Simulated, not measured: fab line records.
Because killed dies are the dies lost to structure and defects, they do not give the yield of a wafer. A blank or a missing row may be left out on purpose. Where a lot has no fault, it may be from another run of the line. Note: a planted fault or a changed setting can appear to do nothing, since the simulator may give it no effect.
Chamber matching ; flow gf180mcu ; GF_V4_CMP_04 on cmp-01: 4 sister chambers
The step polishes SiO2. 15 wafers are shown with their chamber, then 7 later ones without.

== WAFERS PAIRED WITH THEIR CHAMBERS ==
wafer;chamber;motorCurrentA (A);platenRpm (rpm);edgeZonePressureFrac
L997.1;0;13.1;60.07;1.002
L997.3;2;12.0;59.99;1.005
L997.6;3;11.1;59.94;0.990
L999.2;3;11.2;59.97;1.000
L999.3;2;12.5;59.97;1.005
L999.6;2;12.2;59.98;1.007
L100.1;0;13.2;60.01;1.004
L100.2;2;11.7;60.02;1.002
L100.5;1;11.9;60.02;1.006
L101.3;3;11.1;59.98;1.000
L101.4;1;12.2;60.00;1.004
L101.5;3;11.0;59.99;1.009
L103.2;3;11.7;60.02;1.001
L103.4;1;12.4;60.03;1.002
L103.5;0;13.2;60.05;1.004

SIGNATURES (averages over the wafers above)
reading;chamber 0;chamber 1;chamber 2;chamber 3;scatter within a chamber
motorCurrentA;13.167;12.167;12.100;11.220;0.267
platenRpm;60.0433;60.0167;59.9900;59.9800;0.0255
edgeZonePressureFrac;1.00333;1.00400;1.00475;1.00000;0.00432
Rule: for each reading, subtract the chamber's mean from the wafer's reading, divide by that reading's scatter and square the result; add these up over the readings and take the root, which gives the wafer's distance from the chamber. The wafer belongs to the nearest chamber; if the next one is less than 2 further off, it can't be placed. The scatter: the root of (the sum of the squares of (reading less its chamber's mean) over the shown wafers, divided by (wafers less chambers)).

== WAFERS WITH NO CHAMBER GIVEN ==
wafer;motorCurrentA (A);platenRpm (rpm);edgeZonePressureFrac
L110.6;11.6;60.04;0.999
L114.2;13.2;59.99;0.999
L114.5;12.2;60.01;0.991
L114.6;11.1;59.99;1.001
L117.3;11.5;60.02;1.000
L117.5;12.2;60.05;1.001
L117.6;13.7;60.03;0.995

== THE CHAMBER EACH PASSED THROUGH ==
wafer;from the rows above;in truth
L110.6;can't be placed: 1 or 3 or 2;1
L114.2;can't be placed: 0 or 1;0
L114.5;can't be placed: 1 or 2 or 3 or 0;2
L114.6;3;3
L117.3;can't be placed: 3 or 1 or 2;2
L117.5;can't be placed: 1 or 2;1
L117.6;0;0
Correctly placed: 2 of 7. From these rows, 5 cannot be placed; in 5 the true chamber is one of the candidates. 0 placed wrongly.
